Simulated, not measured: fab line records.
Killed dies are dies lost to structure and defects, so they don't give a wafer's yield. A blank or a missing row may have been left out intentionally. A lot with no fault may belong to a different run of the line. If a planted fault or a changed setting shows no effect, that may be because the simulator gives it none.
Which tool was responsible? / flow gf180mcu / 39 wafers from 13 lots sampled at 5 of the route's 602 steps

WHAT EACH GAUGE READ, for each wafer
GF_POLY_GATE_CD_MEAS_10: the cd target is 280 nm. Usual: cd nm 280.6 nm, standard deviation 1.4.
lot=L205; measured=day 9 15:23; on=cd sem-02; cd nm (nm)=281.1 281.0 280.3; flag=
lot=L206; measured=day 9 16:24; on=cd sem-01; cd nm (nm)=281.9 281.6 281.4; flag=
lot=L207; measured=day 9 21:55; on=cd sem-02; cd nm (nm)=283.2 282.2 281.9; flag=
lot=L208; measured=day 10 16:27; on=cd sem-02; cd nm (nm)=280.4 280.0 280.5; flag=
lot=L210; measured=day 11 07:35; on=cd sem-01; cd nm (nm)=279.3 279.0 279.6; flag=
lot=L217; measured=day 13 03:42; on=cd sem-02; cd nm (nm)=281.0 280.2 280.6; flag=
lot=L218; measured=day 13 12:54; on=cd sem-02; cd nm (nm)=281.3 280.7 282.1; flag=
lot=L219; measured=day 13 15:06; on=cd sem-02; cd nm (nm)=280.2 280.2 282.0; flag=
lot=L221; measured=day 14 08:09; on=cd sem-02; cd nm (nm)=278.8 279.3 278.5; flag=
lot=L223; measured=day 14 19:45; on=cd sem-02; cd nm (nm)=281.7 282.0 283.4; flag=
lot=L224; measured=day 15 12:49; on=cd sem-02; cd nm (nm)=279.5 278.9 279.0; flag=
lot=L225; measured=day 15 13:38; on=cd sem-02; cd nm (nm)=281.9 281.7 281.5; flag=
lot=L226; measured=day 15 23:02; on=cd sem-01; cd nm (nm)=279.6 279.7 281.0; flag=

GF_NSD_CD_MEAS_07: the cd target is 400 nm. Usual: cd nm 399.7 nm, standard deviation 2.6.
lot=L205; measured=day 14 00:28; on=cd sem-02; cd nm (nm)=402.7 403.2 403.6; flag=
lot=L206; measured=day 14 01:04; on=cd sem-01; cd nm (nm)=397.0 397.0 399.2; flag=
lot=L207; measured=day 14 04:31; on=cd sem-01; cd nm (nm)=398.8 395.1 398.2; flag=
lot=L208; measured=day 15 02:13; on=cd sem-02; cd nm (nm)=398.0 399.4 399.6; flag=
lot=L210; measured=day 15 16:46; on=cd sem-02; cd nm (nm)=401.5 401.6 402.0; flag=
lot=L217; measured=day 17 21:23; on=cd sem-02; cd nm (nm)=397.2 395.3 398.7; flag=
lot=L218; measured=day 18 10:45; on=cd sem-02; cd nm (nm)=395.3 397.8 397.4; flag=
lot=L219; measured=day 18 11:43; on=cd sem-01; cd nm (nm)=397.5 401.1 399.5; flag=
lot=L221; measured=day 19 05:40; on=cd sem-01; cd nm (nm)=399.8 401.8 402.1; flag=
lot=L223; measured=day 19 21:14; on=cd sem-02; cd nm (nm)=393.0 398.7 394.9; flag=
lot=L224; measured=day 20 14:39; on=cd sem-02; cd nm (nm)=400.5 400.5 399.7; flag=
lot=L225; measured=day 20 15:36; on=cd sem-02; cd nm (nm)=400.9 402.8 403.6; flag=
lot=L226; measured=day 21 02:28; on=cd sem-01; cd nm (nm)=403.4 404.1 404.6; flag=

GF_SAB_THK_MEAS_01. Usual: SAB_CVD_00_THK 49.9 nm, standard deviation 0.68.
lot=L205; measured=day 14 22:47; on=film metro-03; SAB_CVD_00_THK (nm)=49.1 49.2 49.5; flag=
lot=L206; measured=day 14 23:40; on=film metro-03; SAB_CVD_00_THK (nm)=48.7 49.7 50.4; flag=
lot=L207; measured=day 15 02:04; on=film metro-03; SAB_CVD_00_THK (nm)=50.1 49.6 49.8; flag=
lot=L208; measured=day 16 01:33; on=film metro-03; SAB_CVD_00_THK (nm)=49.9 50.4 50.4; flag=
lot=L210; measured=day 16 15:28; on=film metro-03; SAB_CVD_00_THK (nm)=49.5 50.5 50.4; flag=
lot=L217; measured=day 18 22:54; on=film metro-03; SAB_CVD_00_THK (nm)=49.5 48.6 49.3; flag=
lot=L218; measured=day 19 11:43; on=film metro-02; SAB_CVD_00_THK (nm)=49.8 49.4 50.5; flag=
lot=L219; measured=day 19 12:49; on=film metro-03; SAB_CVD_00_THK (nm)=49.3 50.1 50.8; flag=
lot=L221; measured=day 20 07:14; on=film metro-02; SAB_CVD_00_THK (nm)=49.5 49.3 49.8; flag=
lot=L223; measured=day 20 22:34; on=film metro-02; SAB_CVD_00_THK (nm)=49.8 50.0 51.0; flag=
lot=L224; measured=day 21 16:10; on=film metro-02; SAB_CVD_00_THK (nm)=50.1 50.1 50.2; flag=
lot=L225; measured=day 21 17:04; on=film metro-03; SAB_CVD_00_THK (nm)=49.0 49.5 50.9; flag=
lot=L226; measured=day 22 03:20; on=film metro-03; SAB_CVD_00_THK (nm)=49.0 49.4 49.9; flag=

EACH LOT AND THE TOOL THAT RAN IT (in order: tool; ch and the chambers of the sampled wafers; start)
lot=L205; GF_DUAL_GATE_COAT_06=litho track-04 ch 0, day 8 10:04; GF_DUAL_GATE_STRIP_13=plasma asher-03 ch 0,1, day 8 18:52
lot=L206; GF_DUAL_GATE_COAT_06=litho track-03 ch 0, day 8 11:44; GF_DUAL_GATE_STRIP_13=plasma asher-02 ch 0,1, day 8 20:23
lot=L207; GF_DUAL_GATE_COAT_06=litho track-03 ch 0, day 8 17:13; GF_DUAL_GATE_STRIP_13=plasma asher-03 ch 0,1, day 9 01:22
lot=L208; GF_DUAL_GATE_COAT_06=litho track-03 ch 0, day 9 08:38; GF_DUAL_GATE_STRIP_13=plasma asher-02 ch 0,1, day 9 16:51
lot=L210; GF_DUAL_GATE_COAT_06=litho track-04 ch 0, day 9 23:34; GF_DUAL_GATE_STRIP_13=plasma asher-02 ch 0,1, day 10 09:11
lot=L217; GF_DUAL_GATE_COAT_06=litho track-01 ch 0, day 11 16:41; GF_DUAL_GATE_STRIP_13=plasma asher-01 ch 0,1, day 12 02:43
lot=L218; GF_DUAL_GATE_COAT_06=litho track-01 ch 0, day 12 05:00; GF_DUAL_GATE_STRIP_13=plasma asher-01 ch 0,1, day 12 14:30
lot=L219; GF_DUAL_GATE_COAT_06=litho track-03 ch 0, day 12 06:14; GF_DUAL_GATE_STRIP_13=plasma asher-02 ch 0,1, day 12 15:38
lot=L221; GF_DUAL_GATE_COAT_06=litho track-04 ch 0, day 12 23:31; GF_DUAL_GATE_STRIP_13=plasma asher-02 ch 0,1, day 13 09:19
lot=L223; GF_DUAL_GATE_COAT_06=litho track-01 ch 0, day 13 08:38; GF_DUAL_GATE_STRIP_13=plasma asher-01 ch 0,1, day 13 19:40
lot=L224; GF_DUAL_GATE_COAT_06=litho track-01 ch 0, day 14 02:03; GF_DUAL_GATE_STRIP_13=plasma asher-02 ch 0, day 14 12:35
lot=L225; GF_DUAL_GATE_COAT_06=litho track-03 ch 0, day 14 02:05; GF_DUAL_GATE_STRIP_13=plasma asher-03 ch 1, day 14 12:54
lot=L226; GF_DUAL_GATE_COAT_06=litho track-03 ch 0, day 14 10:59; GF_DUAL_GATE_STRIP_13=plasma asher-03 ch 0, day 14 22:25
- GF_DUAL_GATE_COAT_06: resist thk 1000 nm.
- GF_DUAL_GATE_STRIP_13: strips in O2/N2.

WHAT THE TOOLS THEMSELVES READ (means of the sampled wafers that have a number; where no wafer has one, the mark that the record gives instead)
GF_DUAL_GATE_COAT_06. Usual: spin speed rpm 3000.3 rpm, standard deviation 2.1.
lot=L205; tool=litho track-04; spin speed rpm (rpm)=2999.7; flag=
lot=L206; tool=litho track-03; spin speed rpm (rpm)=2999.7; flag=
lot=L207; tool=litho track-03; spin speed rpm (rpm)=2631.3; flag=OFF
lot=L208; tool=litho track-03; spin speed rpm (rpm)=2629.7; flag=OFF
lot=L210; tool=litho track-04; spin speed rpm (rpm)=2999.6; flag=
lot=L217; tool=litho track-01; spin speed rpm (rpm)=3000.4; flag=
lot=L218; tool=litho track-01; spin speed rpm (rpm)=2999.2; flag=
lot=L219; tool=litho track-03; spin speed rpm (rpm)=3001.3; flag=
lot=L221; tool=litho track-04; spin speed rpm (rpm)=2998.9; flag=
lot=L223; tool=litho track-01; spin speed rpm (rpm)=3001.3; flag=
lot=L224; tool=litho track-01; spin speed rpm (rpm)=3001.5; flag=
lot=L225; tool=litho track-03; spin speed rpm (rpm)=2999.7; flag=
lot=L226; tool=litho track-03; spin speed rpm (rpm)=3001.3; flag=

GF_DUAL_GATE_STRIP_13. Usual: drypump motor current A 6.0 A, standard deviation 0.41; heater power w 326 W, standard deviation 31; n2 flow sccm 300.0 sccm, standard deviation 0.76; oes product au 0.716 a.u., standard deviation 0.0049; strip time to endpoint s 12.63 s, standard deviation 0.037.
lot=L205; tool=plasma asher-03; drypump motor current A (A)=5.7; heater power w (W)=333; n2 flow sccm (sccm)=300.3; oes product au (a.u.)=0.713; strip time to endpoint s (s)=12.63; flag=
lot=L206; tool=plasma asher-02; drypump motor current A (A)=6.6; heater power w (W)=352; n2 flow sccm (sccm)=299.7; oes product au (a.u.)=0.722; strip time to endpoint s (s)=12.65; flag=
lot=L207; tool=plasma asher-03; drypump motor current A (A)=5.7; heater power w (W)=303; n2 flow sccm (sccm)=300.7; oes product au (a.u.)=0.720; strip time to endpoint s (s)=13.32; flag=OFF
lot=L208; tool=plasma asher-02; drypump motor current A (A)=6.6; heater power w (W)=358; n2 flow sccm (sccm)=299.5; oes product au (a.u.)=0.716; strip time to endpoint s (s)=13.29; flag=OFF
lot=L210; tool=plasma asher-02; drypump motor current A (A)=6.6; heater power w (W)=352; n2 flow sccm (sccm)=299.9; oes product au (a.u.)=0.719; strip time to endpoint s (s)=12.61; flag=
lot=L217; tool=plasma asher-01; drypump motor current A (A)=5.9; heater power w (W)=309; n2 flow sccm (sccm)=299.3; oes product au (a.u.)=0.716; strip time to endpoint s (s)=12.64; flag=
lot=L218; tool=plasma asher-01; drypump motor current A (A)=5.8; heater power w (W)=317; n2 flow sccm (sccm)=300.6; oes product au (a.u.)=0.714; strip time to endpoint s (s)=12.67; flag=
lot=L219; tool=plasma asher-02; drypump motor current A (A)=6.7; heater power w (W)=360; n2 flow sccm (sccm)=299.8; oes product au (a.u.)=0.716; strip time to endpoint s (s)=12.64; flag=
lot=L221; tool=plasma asher-02; drypump motor current A (A)=6.6; heater power w (W)=360; n2 flow sccm (sccm)=299.3; oes product au (a.u.)=0.718; strip time to endpoint s (s)=12.64; flag=
lot=L223; tool=plasma asher-01; drypump motor current A (A)=5.8; heater power w (W)=312; n2 flow sccm (sccm)=300.6; oes product au (a.u.)=0.714; strip time to endpoint s (s)=12.68; flag=
lot=L224; tool=plasma asher-02; drypump motor current A (A)=6.8; heater power w (W)=355; n2 flow sccm (sccm)=300.1; oes product au (a.u.)=0.717; strip time to endpoint s (s)=12.65; flag=
lot=L225; tool=plasma asher-03; drypump motor current A (A)=5.7; heater power w (W)=272; n2 flow sccm (sccm)=300.1; oes product au (a.u.)=0.712; strip time to endpoint s (s)=12.57; flag=
lot=L226; tool=plasma asher-03; drypump motor current A (A)=5.8; heater power w (W)=369; n2 flow sccm (sccm)=300.4; oes product au (a.u.)=0.716; strip time to endpoint s (s)=12.63; flag=

THE ANSWER, worked out from the rows above alone
Rule: lot off if the mean of its wafers having a number is beyond 3 standard deviations from the usual mean. Also off: a lot with no number at a reading for which 4 or more lots have one. All remaining lots with rows at the step are treated as sound. After the gauges, taken in route order, come the tools' own readings; for these a lot's mean is taken, as printed above. At the first step where some lot is off, the reading lying furthest off is the one used; lots without a number count as furthest.
Off at GF_DUAL_GATE_COAT_06 (spin speed rpm): L207, L208.
A tool fits if, at that step or a process step before it, it ran every lot that is off, and no sound lot after the first of them. Not one of the candidates tried fits.

WHAT THE SIMULATOR PUT IN
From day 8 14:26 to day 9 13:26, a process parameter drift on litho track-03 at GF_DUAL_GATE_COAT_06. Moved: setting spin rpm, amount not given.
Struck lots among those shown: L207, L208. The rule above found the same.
